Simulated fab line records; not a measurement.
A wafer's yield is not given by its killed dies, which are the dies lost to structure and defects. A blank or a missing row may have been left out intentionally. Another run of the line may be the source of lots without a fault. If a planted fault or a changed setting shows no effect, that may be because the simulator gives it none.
Which tool did it? :: flow sky130 :: 12 lots (36 wafers sampled), 1 step of a 708-step route

## WHAT THE GAUGES SHOWED, per wafer
SKY_METAL2_RS_MEAS_05: uses a four-point probe to measure.
lot: L075
measured: day 34 12:17
on: film_metro-02
METAL2_ALCU_RS (ohm/sq): 0.1252 0.1248 0.1246

lot: L077
measured: day 35 18:01
on: film_metro-01
METAL2_ALCU_RS (ohm/sq): 0.1277 0.1284 0.1285

lot: L078
measured: day 36 03:11
on: film_metro-02
METAL2_ALCU_RS (ohm/sq): 0.1279 0.1275 0.1272

lot: L081
measured: day 37 07:59
on: film_metro-02
METAL2_ALCU_RS (ohm/sq): 0.1270 0.1275 0.1274

lot: L082
measured: day 37 16:56
on: film_metro-01
METAL2_ALCU_RS (ohm/sq): 0.1288 0.1278 0.1285

lot: L085
measured: day 38 09:42
on: film_metro-02
METAL2_ALCU_RS (ohm/sq): 0.1254 0.1260 0.1248

lot: L088
measured: day 39 07:58
on: film_metro-01
METAL2_ALCU_RS (ohm/sq): 0.1283 0.1282 0.1295

lot: L090
measured: day 39 11:31
on: film_metro-03
METAL2_ALCU_RS (ohm/sq): 0.1288 0.1277 0.1271

lot: L091
measured: day 39 17:12
on: film_metro-01
METAL2_ALCU_RS (ohm/sq): 0.1253 0.1262 0.1249

lot: L093
measured: day 40 09:11
on: film_metro-02
METAL2_ALCU_RS (ohm/sq): 0.1290 0.1299 0.1298

lot: L095
measured: day 40 16:21
on: film_metro-02
METAL2_ALCU_RS (ohm/sq): 0.1256 0.1263 0.1252

lot: L097
measured: day 41 04:55
on: film_metro-03
METAL2_ALCU_RS (ohm/sq): 0.1261 0.1262 0.1245

## EACH LOT AND THE TOOL THAT RAN IT (in order: tool; ch and the chambers of the sampled wafers; start)
There is no process step in the record ahead of these readings.

## THE ANSWER, worked out from the rows above alone
Rule: the lots themselves supply what counts as usual. The widest of any qualifying gaps counts: lots, ordered by their means at a reading, are off when they make up no more than a third of the lots, leave a main group of 4 or more, and stand apart from it by 3 or more times the standard deviation of that group's means. The tables above print the reading to a certain number of digits; a main group whose means all agree to those digits is not used. A lot without any number at a reading at which 4 lots or more have one is off too. Where the step has rows for the other lots, those lots are counted as sound.
None of the lots is off at any reading shown; this tells nothing.

## WHAT THE SIMULATOR PUT IN
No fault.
